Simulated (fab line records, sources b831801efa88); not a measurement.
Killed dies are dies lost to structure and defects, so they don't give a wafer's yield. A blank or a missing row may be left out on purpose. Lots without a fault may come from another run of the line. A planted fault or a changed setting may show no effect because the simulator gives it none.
Which tool did it? | flow gf180mcu | 12 lots, 36 wafers sampled, at 5 steps of a route of 602

WHAT THE GAUGES READ, wafer by wafer
GF_MVPSD_TW_MEAS_11. Usual: MVPSD_TW 556, standard deviation 3.7.
lot  | measured     | on            | MVPSD_TW    | flag
L826 | day 5 01:56  | film_metro-02 | 554 552 555 |
L827 | day 5 06:05  | film_metro-02 | 555 556 553 |
L829 | day 5 21:57  | film_metro-04 | 557 558 562 |
L834 | day 7 02:53  | film_metro-04 | 562 559 560 |
L836 | day 7 15:04  | film_metro-04 | 562 565 566 |
L837 | day 7 21:53  | film_metro-03 | 550 552 554 |
L839 | day 8 08:26  | film_metro-04 | 558 554 553 |
L840 | day 8 14:55  | film_metro-03 | 536 536 536 | OFF
L842 | day 9 00:59  | film_metro-03 | 552 555 552 |
L843 | day 9 07:26  | film_metro-04 | 539 541 543 | OFF
L846 | day 10 02:38 | film_metro-03 | 556 555 556 |
L847 | day 10 08:07 | film_metro-04 | 562 563 566 |

GF_VT_IMPLANT_RS_MEAS_49: measures by four-point-probe. Usual: MVPSD_RS 1168.2 ohm/sq, standard deviation 2.8.
lot  | measured     | on            | MVPSD_RS (ohm/sq)    | flag
L826 | day 7 15:13  | film_metro-03 | 1167.0 1165.3 1166.7 |
L827 | day 7 20:01  | film_metro-03 | 1168.7 1169.7 1173.3 |
L829 | day 8 13:11  | film_metro-04 | 1163.4 1169.5 1165.0 |
L834 | day 9 22:45  | film_metro-03 | 1168.8 1170.3 1175.0 |
L836 | day 10 12:30 | film_metro-02 | 1166.5 1164.2 1164.9 |
L837 | day 10 18:17 | film_metro-02 | 1169.1 1166.8 1171.0 |
L839 | day 11 07:45 | film_metro-03 | 1167.4 1168.1 1170.6 |
L840 | day 11 16:12 | film_metro-02 | 1320.7 1317.3 1319.0 | OFF
L842 | day 12 03:07 | film_metro-02 | 1171.0 1169.8 1172.0 |
L843 | day 12 09:52 | film_metro-02 | 1325.3 1324.6 1321.2 | OFF
L846 | day 13 08:16 | film_metro-03 | 1164.0 1166.1 1167.3 |
L847 | day 13 14:29 | film_metro-04 | 1166.8 1168.4 1167.9 |

GF_M3_OVL_MEAS_15. Usual: M3_OVL 2 nm, standard deviation 5.9.
lot  | measured     | on         | M3_OVL (nm) | flag
L826 | day 21 12:12 | overlay-02 | 3 -7 8      |
L827 | day 21 19:09 | overlay-01 | 3 6 -2      |
L829 | day 22 19:13 | overlay-01 | 0 2 -3      |
L834 | day 24 15:19 | overlay-01 | 0 4 6       |
L836 | day 25 03:13 | overlay-02 | -5 -7 -6    |
L837 | day 25 15:58 | overlay-01 | 5 2 11      |
L839 | day 26 03:48 | overlay-02 | 9 3 9       |
L840 | day 26 16:07 | overlay-02 | 14 10 18    |
L842 | day 26 23:52 | overlay-01 | 11 5 8      |
L843 | day 27 06:58 | overlay-02 | 10 6 9      |
L846 | day 28 05:07 | overlay-02 | 2 -5 2      |
L847 | day 28 15:43 | overlay-02 | -3 0 -3     |

GF_V3_OVL_MEAS_15. Usual: V3_OVL -4 nm, standard deviation 6.6.
lot  | measured     | on         | V3_OVL (nm) | flag
L826 | day 22 13:13 | overlay-02 | 8 4 11      |
L827 | day 22 19:30 | overlay-02 | -6 -1 -2    |
L829 | day 23 19:13 | overlay-01 | 0 -2 -5     |
L834 | day 25 16:43 | overlay-01 | 2 8 4       |
L836 | day 26 02:18 | overlay-01 | -17 -12 -18 |
L837 | day 26 14:02 | overlay-02 | -1 -4 -2    |
L839 | day 27 02:06 | overlay-02 | -8 -9 -8    |
L840 | day 27 13:06 | overlay-01 | -7 -2 -7    |
L842 | day 27 21:15 | overlay-01 | -17 -8 -10  |
L843 | day 28 04:15 | overlay-02 | 10 -2 1     |
L846 | day 29 01:58 | overlay-02 | -2 -12 6    |
L847 | day 29 12:12 | overlay-02 | -6 -3 -6    |

WHICH TOOL RAN EACH LOT (tool, then ch and the chambers of the sampled wafers, then the start)
lot  | GF_MVPSD_IMPLANT_09
L826 | implanter-01 ch 0, day 5 01:41
L827 | implanter-04 ch 0, day 5 05:50
L829 | implanter-03 ch 0, day 5 21:43
L834 | implanter-04 ch 0, day 7 02:40
L836 | implanter-01 ch 0, day 7 14:49
L837 | implanter-03 ch 0, day 7 21:39
L839 | implanter-03 ch 0, day 8 08:11
L840 | implanter-03 ch 0, day 8 14:40
L842 | implanter-04 ch 0, day 9 00:44
L843 | implanter-03 ch 0, day 9 07:12
L846 | implanter-01 ch 0, day 10 02:24
L847 | implanter-01 ch 0, day 10 07:52
- GF_MVPSD_IMPLANT_09

WHAT THE TOOLS THEMSELVES READ (means of the sampled wafers that have a number; where no wafer has one, the mark that the record gives instead)
GF_MVPSD_IMPLANT_09. Usual: dose_ions_cm2 5e+12, standard deviation 5e+09; end_station_pressure_torr 5.03e-06 Torr, standard deviation 2.9e-07; faraday_current_uA 28.2, standard deviation 0.54.
lot  | tool         | dose_ions_cm2 | end_station_pressure_torr (Torr) | faraday_current_uA | flag
L826 | implanter-01 | 5e+12         | 5.14e-06                         | 28.3               |
L827 | implanter-04 | 5e+12         | 5.17e-06                         | 28.1               |
L829 | implanter-03 | 5e+12         | 5.12e-06                         | 28.2               |
L834 | implanter-04 | 5e+12         | 5.01e-06                         | 27.5               |
L836 | implanter-01 | 5e+12         | 4.80e-06                         | 28.7               |
L837 | implanter-03 | 5e+12         | 4.72e-06                         | 27.7               |
L839 | implanter-03 | 5e+12         | 5.15e-06                         | 28.2               |
L840 | implanter-03 | 2e+12         | 5.19e-06                         | 12.5               | OFF
L842 | implanter-04 | 5e+12         | 5.41e-06                         | 28.1               |
L843 | implanter-03 | 2e+12         | 5.21e-06                         | 12.4               | OFF
L846 | implanter-01 | 5e+12         | 4.97e-06                         | 29.1               |
L847 | implanter-01 | 5e+12         | 4.87e-06                         | 28.1               |

THE ANSWER, worked out from the rows above alone
Rule: a lot is off if the mean of its wafers that have a number lies more than 3 standard deviations from the usual mean. A lot without any number at a reading at which 4 lots or more have one is off too. The other lots that the step has rows for count as sound. The gauges are gone through in route order, then the tools' own readings, and for those a lot's mean is taken as printed above. The first step at which some lot is off is used, and at that step the reading that is off furthest; a lot without a number counts as furthest.
Off: L840, L843, at GF_MVPSD_TW_MEAS_11 (MVPSD_TW).
A tool fits if, at a process step before that reading, it ran every lot that is off, and no sound lot after the first of them. The gauges at GF_MVPSD_TW_MEAS_11 aren't tried: what is off there is off at GF_VT_IMPLANT_RS_MEAS_49 too, on other tools, and a gauge's error can't cause that. One fits: implanter-03 at GF_MVPSD_IMPLANT_09. Its last sound lot is L839 (day 8 08:11), its first lot that is off L840 (day 8 14:40): a fault that began between those two fits.
The tool's own readings at GF_MVPSD_IMPLANT_09 bear it out: on the lots that are off they differ by more than 5 times the standard deviation of the sound lots' means. dose_ions_cm2 reads 2e+12 there against 5e+12 on the sound lots; faraday_current_uA reads 12.4 there against 28.2 on the sound lots.

WHAT THE SIMULATOR HAD PUT IN
Process parameter drift: implanter-03, from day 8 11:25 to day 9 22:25, at GF_MVPSD_IMPLANT_09. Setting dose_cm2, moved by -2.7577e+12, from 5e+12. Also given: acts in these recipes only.
Lots struck among those shown: L840, L843. The rule above found the same.
